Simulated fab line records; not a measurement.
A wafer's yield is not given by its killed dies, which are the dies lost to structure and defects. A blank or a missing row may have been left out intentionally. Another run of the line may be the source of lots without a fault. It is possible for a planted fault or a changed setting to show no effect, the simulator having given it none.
Which of the tools did it?	flow sky130	Sampling: 13 lots, 36 wafers, 5 of 708 route steps

## WHAT EACH GAUGE READ, for each wafer
SKY_NWELL_OVL_MEAS_23.
lot	measured	on	NWELL_01_OVL (nm)
L858	day 6 02:04	overlay-02	-1.6 -0.5 -0.7
L859	day 6 02:24	overlay-01	-1.3 1.4 -1.2
L860	day 6 02:45	overlay-02	-3.8 -2.4 -0.8
L861	day 6 20:36	overlay-02	0.4 1.9 -0.6
L862	day 7 04:17	overlay-02	1.8 2.1 2.4
L863	day 7 02:26	overlay-01	-0.8 -0.3 -1.0
L864	day 7 03:36	overlay-02	-1.3 -0.5 -1.1
L865	day 7 09:29	overlay-01	0.2 -1.6 -0.9
L866	day 7 15:18	overlay-02	0.2 -0.4 -1.6
L868	day 8 04:26	overlay-02	-2.9 -0.9 0.6
L872	day 9 04:20	overlay-02	-0.1 -
L873	day 9 10:17	overlay-01	-0.7 -
L874	day 9 14:20	overlay-01	-0.3 -

SKY_VT_ADJUST_HVTP_CD_MEAS_07 targets a cd of 380 nm.
lot	measured	on	cd nm (nm)
L858	day 6 22:19	cd sem-02	379.8 380.7 378.5
L859	day 6 22:25	cd sem-01	381.0 379.3 383.3
L860	day 6 22:31	cd sem-02	378.5 378.5 379.5
L861	day 7 16:25	cd sem-02	382.1 378.3 382.1
L862	day 8 01:06	cd sem-02	382.2 385.4 383.9
L863	day 7 22:56	cd sem-01	378.6 381.6 381.8
L864	day 7 23:43	cd sem-01	381.0 383.0 379.8
L865	day 8 07:20	cd sem-02	377.4 375.7 378.3
L866	day 8 11:59	cd sem-01	378.5 380.6 382.4
L868	day 9 01:08	cd sem-02	379.9 379.1 379.6
L872	day 10 01:21	cd sem-01	383.5 384.8
L873	day 10 07:58	cd sem-01	376.7 378.4
L874	day 10 12:03	cd sem-02	382.9 384.2

## EACH LOT AND THE TOOL THAT RAN IT (in order: tool; ch and the chambers of the sampled wafers; start)
lot	SKY_FIELD_ISO_STRIP_16	SKY_NWELL_DEVELOP_22	SKY_NWELL_RTA_28
L858	plasma asher-04 ch 0,1, day 2 12:46	litho track-02 ch 0, day 6 01:00	rtp anneal-01 ch 0, day 6 02:29
L859	plasma asher-03 ch 0,1, day 2 15:33	litho track-02 ch 0, day 6 02:00	rtp anneal-02 ch 0, day 6 02:47
L860	plasma asher-04 ch 0,1, day 2 20:08	litho track-02 ch 0, day 6 02:00	rtp anneal-01 ch 0, day 6 03:17
L861	plasma asher-04 ch 0,1, day 3 00:18	litho track-03 ch 0, day 6 20:00	rtp anneal-02 ch 0, day 6 21:02
L862	plasma asher-04 ch 0,1, day 3 11:06	litho track-03 ch 0, day 7 04:00	rtp anneal-01 ch 0, day 7 04:41
L863	plasma asher-01 ch 0,1, day 3 11:13	litho track-04 ch 0, day 7 02:00	rtp anneal-01 ch 0, day 7 02:53
L864	plasma asher-04 ch 0,1, day 3 19:16	litho track-02 ch 0, day 7 03:00	rtp anneal-02 ch 0, day 7 04:04
L865	plasma asher-04 ch 0,1, day 4 01:05	litho track-03 ch 0, day 7 09:00	rtp anneal-02 ch 0, day 7 09:53
L866	plasma asher-03 ch 0,1, day 4 06:39	litho track-04 ch 0, day 7 15:00	rtp anneal-02 ch 0, day 7 15:44
L868	plasma asher-01 ch 0, day 4 16:02	litho track-04 ch 0, day 8 04:00	rtp anneal-01 ch 0, day 8 04:50
L872	plasma asher-04 ch 0,1, day 5 10:25	litho track-04 ch 0, day 9 04:00	rtp anneal-02 ch 0, day 9 04:44
L873	plasma asher-04 ch 0,1, day 5 16:50	litho track-04 ch 0, day 9 10:00	rtp anneal-01 ch 0, day 9 10:41
L874	plasma asher-01 ch 0,1, day 5 20:41	litho track-04 ch 0, day 9 14:00	rtp anneal-02 ch 0, day 9 14:44
- SKY_FIELD_ISO_STRIP_16: strips in O2/N2.
- SKY_NWELL_DEVELOP_22: develop time 60 s.
- SKY_NWELL_RTA_28: time 30 s.

## AS READ BY THE TOOLS THEMSELVES (means over the sampled wafers that have a number; for cases with no such wafer, the mark the record gives instead)
SKY_FIELD_ISO_STRIP_16.
lot	tool	drypump motor current A (A)	o2 flow sccm (sccm)	oes product au (a.u.)	strip time to endpoint s (s)
L858	plasma asher-04	6.0	3002	0.374	3.54
L859	plasma asher-03	5.8	3002	0.380	3.53
L860	plasma asher-04	6.2	2994	0.376	3.58
L861	plasma asher-04	6.2	3001	0.374	3.51
L862	plasma asher-04	6.2	2990	0.376	3.57
L863	plasma asher-01	5.4	3002	0.378	3.59
L864	plasma asher-04	6.0	2996	0.381	3.55
L865	plasma asher-04	6.1	3001	0.372	3.51
L866	plasma asher-03	5.8	2999	0.386	3.63
L868	plasma asher-01	5.5	2994	0.378	3.59
L872	plasma asher-04	6.1	3008	0.378	3.56
L873	plasma asher-04	6.1	3008	0.378	3.60
L874	plasma asher-01	5.5	2996	0.381	3.60

SKY_NWELL_RTA_28.
lot	tool	lamp power pct (%)	wafer_temp_C_max
L858	rtp anneal-01	25.28	1055.1
L859	rtp anneal-02	25.34	1055.7
L860	rtp anneal-01	25.28	1054.4
L861	rtp anneal-02	25.30	1054.7
L862	rtp anneal-01	25.32	1055.3
L863	rtp anneal-01	25.34	1055.1
L864	rtp anneal-02	25.28	1054.4
L865	rtp anneal-02	25.37	1054.8
L866	rtp anneal-02	25.30	1054.4
L868	rtp anneal-01	25.29	1055.4
L872	rtp anneal-02	25.31	1055.4
L873	rtp anneal-01	25.30	1055.0
L874	rtp anneal-02	25.33	1055.3

## THE ANSWER, worked out from the rows above alone
Rule: the lots themselves supply what counts as usual. The widest of any qualifying gaps counts: lots, ordered by their means at a reading, are off when they make up no more than a third of the lots, leave a main group of 4 or more, and stand apart from it by 3 or more times the standard deviation of that group's means. A main group whose means are all the same, to the digits that the tables above print for the reading, isn't used. A lot without any number at a reading at which 4 lots or more have one is off too. All remaining lots with rows at the step are treated as sound. First the gauges in route order, then the tools' own readings, where a lot's mean is used as printed above. At the first step where some lot is off, the reading lying furthest off is the one used; lots without a number count as furthest.
No lot is off at any reading shown: from this, nothing can be told.

## WHAT THE SIMULATOR HAD INSERTED
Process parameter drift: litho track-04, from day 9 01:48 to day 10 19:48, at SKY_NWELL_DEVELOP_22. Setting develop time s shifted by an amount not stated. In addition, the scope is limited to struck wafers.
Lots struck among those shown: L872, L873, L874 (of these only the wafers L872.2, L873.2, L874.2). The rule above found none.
